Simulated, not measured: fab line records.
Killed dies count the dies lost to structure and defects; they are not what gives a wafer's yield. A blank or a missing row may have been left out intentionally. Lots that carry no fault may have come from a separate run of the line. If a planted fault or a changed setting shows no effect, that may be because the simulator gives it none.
Problem report, 8D (eight disciplines) form, completed by code || flow gf180mcu || the parts of the form that need people (team, actions taken, sign-off) are left out

## 1. THE PROBLEM
Mean V1_W_RS at GF_V1_RS_MEAS_24: 0.429 ohm/sq over 3 wafers in 3 lots; fault-free wafers: 0.328 ohm/sq, standard deviation 0.0036. That is +28 standard deviations from the usual mean.
The step: measures by four-point-probe.
First observed at day 21 15:41: wafer L119.6, on film_metro-02. Wafers with a number at this step in the record: 36, from 12 lots. By rule, "out" or "out of limits" means more than 4 standard deviations away from the usual mean. Any other wafer with a number is counted as sound.

## 2. WHAT IT IS AND WHAT IT IS NOT
{"question": "which readings at this step", "is": "V1_W_RS", "is not": "-"}
{"question": "which lots", "is": "L119, L120, L121", "is not": "L112, L113, L114, L115, L117, L118, L126, L130, L133"}
{"question": "which wafers of those lots", "is": "L119.6, L120.1, L121.6", "is not": "L119.1, L119.3, L120.2, L120.4, L121.2, L121.5"}
{"question": "read on which gauges", "is": "film_metro-02, film_metro-03, film_metro-04", "is not": "-"}
{"question": "when", "is": "from day 21 15:41", "is not": "up to then (20 sound wafers); but 13 sound wafers of L120, L121, L126, L130, L133 came after"}

## 3. SUSPECTS, AND WHAT RULES EACH OUT
Counting: a tool at a process step up to the reading stays a suspect if it ran every lot that is out. Sound lots after the first of them don't rule it out here, since some wafers of a struck lot are sound.
- the gauge at GF_V1_RS_MEAS_24 is ruled out. The wafers that are out were read on 3 gauges (film_metro-02, film_metro-03, film_metro-04).
- cvd_w-01 at GF_V1_CVD_23 (deposits W, target thk 350 nm, time 105.05 s): kept. It processed each lot that is out (first: L119, day 21 15:35); up to then, its last sound lot is L118 (day 21 12:24).
- Within cvd_w-01 at GF_V1_CVD_23, the wafers that are out were processed in chamber 0 and their sound lot-mates in chamber 1.
The count leaves cvd_w-01 at GF_V1_CVD_23.

## 4. THE CAUSE (what the simulator had put in)
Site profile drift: cvd_w-01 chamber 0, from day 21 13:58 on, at GF_V1_CVD_23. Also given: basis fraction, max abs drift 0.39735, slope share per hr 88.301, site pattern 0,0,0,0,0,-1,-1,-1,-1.
After counting, this tool was the only one left.

## 5. THE CHAIN OF EFFECTS, in route order
One row per reading whose mean, taken over the struck wafers that have a number, lies over 3 standard deviations from the usual. Only readings whose record carries a usual standard deviation are examined. hours: median over the lots of the time between each lot's start at the first step of this table that gives one and its start at this step. sigmas: the change, counted in usual standard deviations.
{"hours": 0, "step": "GF_V1_RS_MEAS_24", "reading": "V1_W_RS", "usual": "0.328 ohm/sq", "on struck wafers": 0.429, "change": "+0.101", "sigmas": "+28"}
{"hours": 0, "step": "GF_V1_THK_MEAS_25", "reading": "V1_W_THK", "usual": "361 nm", "on struck wafers": 294, "change": -67, "sigmas": -8.6}

## 6. WHAT WOULD HAVE CAUGHT IT SOONER
Counted from the fault's start at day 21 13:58, it took 2 hours until the first out-of-limits reading at a measuring or inspecting step in this record, taken at day 21 15:41.
Of the tool readings at GF_V1_CVD_23 for which the record gives a usual standard deviation, none was out on any struck wafer, so an alarm limit of 4 standard deviations on them would not have fired.
Of the lots that are out (3), L120, L121 began GF_V1_CVD_23 on cvd_w-01 after day 21 15:41. A hold on the tool at that time would have spared those 2.
